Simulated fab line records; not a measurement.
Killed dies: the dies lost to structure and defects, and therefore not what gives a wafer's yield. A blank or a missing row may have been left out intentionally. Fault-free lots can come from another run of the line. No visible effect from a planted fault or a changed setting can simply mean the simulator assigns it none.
fab line records    flow sky130
record lots=15  wafers=45  last_day=50
route steps=708 shown SD_P@330 LI_CONTACT@370 LOCAL_INTERCONNECT@387
lots untouched by any fault: they come from a run of this same line in which no faults occurred
start_h: the number of hours between the record's first day and the start of the first shown wafer of the lot    wait_h: time in hours since the lot's previous step    " same as the row above    L1.1+2: one row covering several wafers at once    - no value, or no start was given    * or withheld: withheld    < > ~ a bound
route shown NAME@n: a module of which the file shows steps, and the number in the route of the first    usual: mean/standard deviation taken from wafers without a fault    same: alike in all rows    chamber/n: place in a boat    sites: each site's reading    _std_site: their standard deviation    _edge_site: the outer-site mean with the inner-site mean subtracted    radius_mm: for every site, how far away it sits from the centre of the wafer    mask NAME#n: copy n    behind: the most recent tool/chamber to have shaped the wafer    hold: why the lot was held/for how many hours/how that ended    device: names the non-switching transistor (n, p or np)    end of line: the route-end tests of the same wafers    a step without rows: its recipe alone    killed: at the first sort, the dies lost to defects and structure; wafer yield is something else    map: shows each die of a wafer: x if killed, . if not, _ if none is there
set.NAME: the setting the step ran with; set.NAME@STEP: the setting that earlier step ran with    model.NAME: the simulator's own value behind a step, which no gauge read
a sample of lots followed through the steps of the route, with each step as a table and each wafer as a row
services: when a tool's chamber went out of use (start_h, in hours from the record's first day, below 0 if earlier), for how many hours, and the reason
## steps
# step SKY_SD_P_STRIP_10
# recipe chemistry=O2/N2  power_w=1400  pressure_mtorr=1500  platen_temp_c=withheld  o2_flow_sccm=3000  n2_flow_sccm=300  overash_fraction=0.5
# usual drypump_motor_current_A=5.42/0.3  n2_flow_sccm=300.2/0.92  oes_product_au=0.618/0.0046  strip_time_to_endpoint_s=17.57/0.035
# same overash_fraction=0.5
lot.wafer  tool             chamber  start_h  wait_h  drypump_motor_current_A  n2_flow_sccm  oes_product_au  rf_hours_counter_h  strip_time_to_endpoint_s
L649.1     plasma_asher-04  0        588.43   0.1     5.04                     300.2         0.610           79                  17.50
L649.2     "                1        "        "       5.64                     301.3         0.623           79                  17.50
L649.6     "                0        "        "       5.10                     299.6         0.615           -                   17.53
L650.1     plasma_asher-02  1        599.87   0.1     5.87                     299.8         0.621           90                  17.54
L650.2     "                0        "        "       5.14                     300.4         0.622           90                  17.58
L650.6     "                1        "        "       5.87                     298.8         0.622           -                   17.60
L651.1     plasma_asher-02  0        610.22   0.1     5.14                     299.4         0.617           91                  17.56
L651.3     "                0        "        "       5.14                     299.2         0.615           -                   17.56
L651.4     "                1        "        "       5.88                     301.5         0.621           -                   17.53
L652.1     plasma_asher-02  0        617.44   0.1     5.14                     301.8         0.611           92                  17.57
L652.2     "                1        "        "       5.89                     299.6         0.622           92                  17.54
L652.6     "                0        "        "       5.16                     299.9         0.618           -                   17.58
L653.4     plasma_asher-01  0        630.36   0.1     5.56                     300.7         0.626           -                   17.59
L653.5     "                1        "        "       5.21                     299.6         0.618           -                   17.55
L653.6     "                0        "        "       5.55                     299.6         0.624           -                   17.57
L654.1     plasma_asher-01  0        635.99   0.1     5.54                     299.6         0.622           20                  17.63
L654.3     "                1        "        "       5.19                     300.9         0.613           -                   17.60
L654.6     "                1        "        "       5.21                     300.7         0.620           -                   17.59
L662.1     plasma_asher-04  1        714.34   0.1     5.64                     301.1         0.615           91                  17.58
L662.2     "                0        "        "       5.08                     297.8         0.615           91                  17.56
L662.6     "                0        "        "       5.06                     298.8         0.616           -                   17.60
L665.2     plasma_asher-04  0        725.67   0.1     5.10                     301.5         0.610           92                  17.62
L665.4     "                1        "        "       5.64                     299.6         0.616           -                   17.61
L665.6     "                0        "        "       5.10                     300.2         0.608           -                   17.59
L664.2     plasma_asher-01  1        726.79   0.1     5.18                     298.3         0.611           29                  17.58
L664.5     "                0        "        "       5.56                     300.1         0.615           -                   17.60
L664.6     "                1        "        "       5.17                     299.4         0.622           -                   17.57
L666.1     plasma_asher-02  0        731.59   0.1     5.11                     299.2         0.611           103                 17.63
L666.4     "                1        "        "       5.90                     301.0         0.624           -                   17.57
L666.5     "                0        "        "       5.12                     300.7         0.623           -                   17.58
L668.4     plasma_asher-02  1        746.88   0.1     5.87                     300.5         0.610           -                   17.50
L668.5     "                0        "        "       5.13                     300.7         0.623           -                   17.47
L668.6     "                1        "        "       5.88                     299.8         0.620           -                   17.52
L669.3     plasma_asher-01  1        754.42   0.1     5.21                     298.9         0.610           -                   17.58
L669.4     "                0        "        "       5.56                     299.1         0.619           -                   17.61
L669.6     "                0        "        "       5.54                     301.5         0.620           -                   17.59
L670.2     plasma_asher-01  0        764.73   0.1     5.58                     301.9         0.611           33                  17.58
L670.3     "                0        "        "       5.56                     300.0         0.626           -                   17.55
L670.6     "                1        "        "       5.20                     300.2         0.627           -                   17.59
L671.2     plasma_asher-01  0        771.88   0.1     5.57                     300.4         0.621           34                  17.61
L671.4     "                0        "        "       5.57                     302.1         0.620           -                   17.58
L671.6     "                0        "        "       5.56                     301.4         0.620           -                   17.59
L672.1     plasma_asher-01  0        773.19   0.1     5.57                     298.6         0.613           34                  17.60
L672.2     "                1        "        "       5.20                     298.6         0.617           34                  17.59
L672.6     "                0        "        "       5.56                     298.2         0.615           -                   17.60
# step SKY_LI_CONTACT_SOFTBAKE_08
# recipe temp_c=100  time_s=92.71  resist=KrF-thick
# usual plate_sensor_t_centre_C=100.88/0.0096  plate_sensor_t_edge_C=100.95/0.0095
lot.wafer  tool            chamber  start_h  wait_h  plate_sensor_t_centre_C  plate_sensor_t_edge_C
L649.1     litho_track-01  0        -        -       100.9                    100.95
L649.2     "               0        "        "       100.9                    100.94
L649.6     "               0        "        "       100.91                   100.96
L650.1     litho_track-02  0        -        -       100.88                   100.94
L650.2     "               0        "        "       100.89                   100.95
L650.6     "               0        "        "       100.87                   100.94
L651.1     litho_track-03  0        -        -       100.87                   100.95
L651.3     "               0        "        "       100.88                   100.95
L651.4     "               0        "        "       100.89                   100.95
L652.1     litho_track-01  0        -        -       100.89                   100.95
L652.2     "               0        "        "       100.88                   100.95
L652.6     "               0        "        "       100.88                   100.96
L653.4     litho_track-01  0        -        -       100.86                   100.95
L653.5     "               0        "        "       100.87                   100.96
L653.6     "               0        "        "       100.88                   100.96
L654.1     litho_track-01  0        -        -       100.89                   100.95
L654.3     "               0        "        "       100.87                   100.94
L654.6     "               0        "        "       100.87                   100.96
L662.1     litho_track-03  0        -        -       100.9                    100.95
L662.2     "               0        "        "       100.87                   100.95
L662.6     "               0        "        "       100.86                   100.96
L665.2     litho_track-01  0        -        -       100.9                    100.96
L665.4     "               0        "        "       100.89                   100.97
L665.6     "               0        "        "       100.89                   100.96
L664.2     litho_track-01  0        -        -       100.86                   100.95
L664.5     "               0        "        "       100.89                   100.95
L664.6     "               0        "        "       100.89                   100.95
L666.1     litho_track-03  0        -        -       100.88                   100.96
L666.4     "               0        "        "       100.88                   100.97
L666.5     "               0        "        "       100.9                    100.95
L668.4     litho_track-03  0        -        -       100.88                   100.93
L668.5     "               0        "        "       100.89                   100.98
L668.6     "               0        "        "       100.89                   100.97
L669.3     litho_track-03  0        -        -       100.86                   100.95
L669.4     "               0        "        "       100.88                   100.95
L669.6     "               0        "        "       100.88                   100.95
L670.2     litho_track-02  0        -        -       100.88                   100.96
L670.3     "               0        "        "       100.88                   100.96
L670.6     "               0        "        "       100.87                   100.97
L671.2     litho_track-01  0        -        -       100.89                   100.94
L671.4     "               0        "        "       100.89                   100.96
L671.6     "               0        "        "       100.87                   100.96
L672.1     litho_track-02  0        -        -       100.89                   100.95
L672.2     "               0        "        "       100.87                   100.96
L672.6     "               0        "        "       100.88                   100.97
# step SKY_LOCAL_INTERCONNECT_SPUTTER_00
# recipe material=TiN  target_thk_nm=100  temp_c=300  power_w=6500  time_s=83.3  chamber_pressure_pa=0.4
# usual throttle_valve_pct=29.7/0.65
lot.wafer  tool            chamber  start_h  wait_h  throttle_valve_pct
L649.1     pvd_sputter-03  -        678.25   0.2     30.2
L649.2     "               -        "        "       29.4
L649.6     "               -        "        "       30.6
L650.1     pvd_sputter-04  -        689.18   0.1     29.1
L650.2     "               -        "        "       29.5
L650.6     "               -        "        "       29.0
L651.1     pvd_sputter-02  -        698.25   0.1     30.0
L651.3     "               -        "        "       30.5
L651.4     "               -        "        "       30.0
L652.1     pvd_sputter-02  -        706.27   0.2     29.9
L652.2     "               -        "        "       30.7
L652.6     "               -        "        "       30.4
L653.4     pvd_sputter-02  -        717.89   0.2     30.6
L653.5     "               -        "        "       30.5
L653.6     "               -        "        "       30.1
L654.1     pvd_sputter-02  -        732.19   0.2     30.0
L654.3     "               -        "        "       29.2
L654.6     "               -        "        "       29.3
L662.1     pvd_sputter-04  -        798.79   0.2     28.8
L662.2     "               -        "        "       29.6
L662.6     "               -        "        "       29.3
L665.2     pvd_sputter-04  -        809.59   0.2     29.4
L665.4     "               -        "        "       29.6
L665.6     "               -        "        "       29.0
L664.2     pvd_sputter-04  -        811.52   0.2     29.5
L664.5     "               -        "        "       28.9
L664.6     "               -        "        "       29.5
L666.1     pvd_sputter-04  -        814.25   0.1     29.1
L666.4     "               -        "        "       29.7
L666.5     "               -        "        "       28.8
L668.4     pvd_sputter-02  -        830.85   0.2     29.2
L668.5     "               -        "        "       29.2
L668.6     "               -        "        "       30.0
L669.3     pvd_sputter-04  -        836.96   0.1     29.3
L669.4     "               -        "        "       29.2
L669.6     "               -        "        "       29.3
L670.2     pvd_sputter-04  -        848.30   0.2     28.6
L670.3     "               -        "        "       29.3
L670.6     "               -        "        "       29.0
L671.2     pvd_sputter-03  -        855.05   0.1     30.6
L671.4     "               -        "        "       30.4
L671.6     "               -        "        "       30.9
L672.1     pvd_sputter-03  -        855.95   0.2     29.2
L672.2     "               -        "        "       30.0
L672.6     "               -        "        "       29.5
# step SKY_LOCAL_INTERCONNECT_PEB_09
# recipe peb_temp_c=withheld  peb_time_s=withheld  resist=KrF-thick
# usual chill_plate_temp_C=*  exhaust_pa=44.9/0.9
lot.wafer  tool            chamber  start_h  wait_h  chill_plate_temp_C  exhaust_pa
L649.1     litho_track-04  0        706      -       *                   45.6
L649.2     "               0        "        "       *                   46.2
L649.6     "               0        "        "       *                   46.4
L650.1     litho_track-02  0        716      -       *                   43.8
L650.2     "               0        "        "       *                   45.0
L650.6     "               0        "        "       *                   43.9
L651.1     litho_track-02  0        725      -       *                   44.6
L651.3     "               0        "        "       *                   44.8
L651.4     "               0        "        "       *                   44.0
L652.1     litho_track-01  -        733      -       -                   -
L652.2     "               -        "        "       -                   -
L652.6     "               -        "        "       -                   -
L653.4     litho_track-04  -        744      -       -                   -
L653.5     "               -        "        "       -                   -
L653.6     "               -        "        "       -                   -
L654.1     litho_track-02  -        759      -       -                   -
L654.3     "               -        "        "       -                   -
L654.6     "               -        "        "       -                   -
L662.1     litho_track-02  0        825      -       *                   43.1
L662.2     "               0        "        "       *                   45.8
L662.6     "               0        826      -       *                   44.5
L665.2     litho_track-04  0        836      -       *                   45.3
L665.4     "               0        "        "       *                   44.5
L665.6     "               0        "        "       *                   43.4
L664.2     litho_track-04  0        837      -       *                   44.6
L664.5     "               0        838      -       *                   44.6
L664.6     "               0        "        "       *                   43.3
L666.1     litho_track-04  0        840      -       *                   44.9
L666.4     "               0        "        "       *                   44.7
L666.5     "               0        "        "       *                   43.1
L668.4     litho_track-04  0        858      -       *                   46.1
L668.5     "               0        "        "       *                   44.9
L668.6     "               0        "        "       *                   44.6
L669.3     litho_track-04  0        863      -       *                   44.1
L669.4     "               0        "        "       *                   43.8
L669.6     "               0        "        "       *                   43.1
L670.2     litho_track-01  0        875      -       *                   43.4
L670.3     "               0        "        "       *                   45.1
L670.6     "               0        "        "       *                   45.4
L671.2     litho_track-02  0        880      -       *                   45.2
L671.4     "               0        "        "       *                   45.7
L671.6     "               0        "        "       *                   44.5
L672.1     litho_track-01  0        881      -       *                   45.2
L672.2     "               0        "        "       *                   44.9
L672.6     "               0        "        "       *                   45.1
## services
tool             chamber  start_h  hours  kind
pvd_sputter-03   -        632.75   2.5    repair
plasma_asher-02  -        636.01   2.1    repair
pvd_sputter-02   -        649.02   1.0    repair
plasma_asher-01  -        650.34   3.3    repair
plasma_asher-04  -        660.70   3.5    repair
plasma_asher-02  -        672.43   3.5    repair
pvd_sputter-04   -        685.80   2.3    repair
plasma_asher-04  -        704.86   4.5    repair
plasma_asher-02  -        733.75   9.0    pm
plasma_asher-02  0        733.75   9.0    vent_cycle
plasma_asher-02  1        733.75   9.0    vent_cycle
plasma_asher-02  0        742.75   -      clean
plasma_asher-02  1        742.75   -      clean
plasma_asher-02  -        755.00   0.4    repair
plasma_asher-02  -        756.60   2.8    pm
pvd_sputter-02   -        767.07   1.0    repair
pvd_sputter-02   -        794.50   20.5   repair
plasma_asher-04  -        820.85   1.5    repair
pvd_sputter-02   -        831.49   20.7   repair
plasma_asher-01  -        833.13   7.7    pm
plasma_asher-01  -        853.40   6.8    repair
plasma_asher-01  -        880.03   0.5    repair
## key
first_sign step=SKY_LOCAL_INTERCONNECT_PEB_09  reading=tool_record  direction=missing
effect none on later readings
met_at SKY_LOCAL_INTERCONNECT_PEB_09
struck_lots L652,L653,L654
later_rows_left_out L652.1,L652.2,L652.6,L653.4,L653.5,L653.6,L654.1,L654.3,L654.6
sort_left_out L652.1,L652.2,L652.6,L653.4,L653.5,L653.6,L654.1,L654.3,L654.6
tester_left_out L652,L653,L654
not_acting_at SKY_SD_P_STRIP_10,SKY_LI_CONTACT_SOFTBAKE_08,SKY_LOCAL_INTERCONNECT_SPUTTER_00
onset_between 725 733
fault kind=skipped_step_whole  tool=litho_track-01,litho_track-02,litho_track-04  chamber=-  onset_h=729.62  steps=SKY_LOCAL_INTERCONNECT_PEB_09  scope=struck_lots_only
# tester_left_out: of these lots the tester's yield and bins aren't shown, on N5 and GAA mostly nor the transistor test; their killed dies are dies lost to structure and defects alone, not to doping, threshold or leakage, so they don't give the yield
# sort_left_out: the simulated sort isn't trusted on such a fault, so these wafers' sort isn't shown, and their yield isn't known
# later_rows_left_out: the simulator's readings of these wafers behind a module that went badly wrong aren't trusted and aren't shown, but for the sort
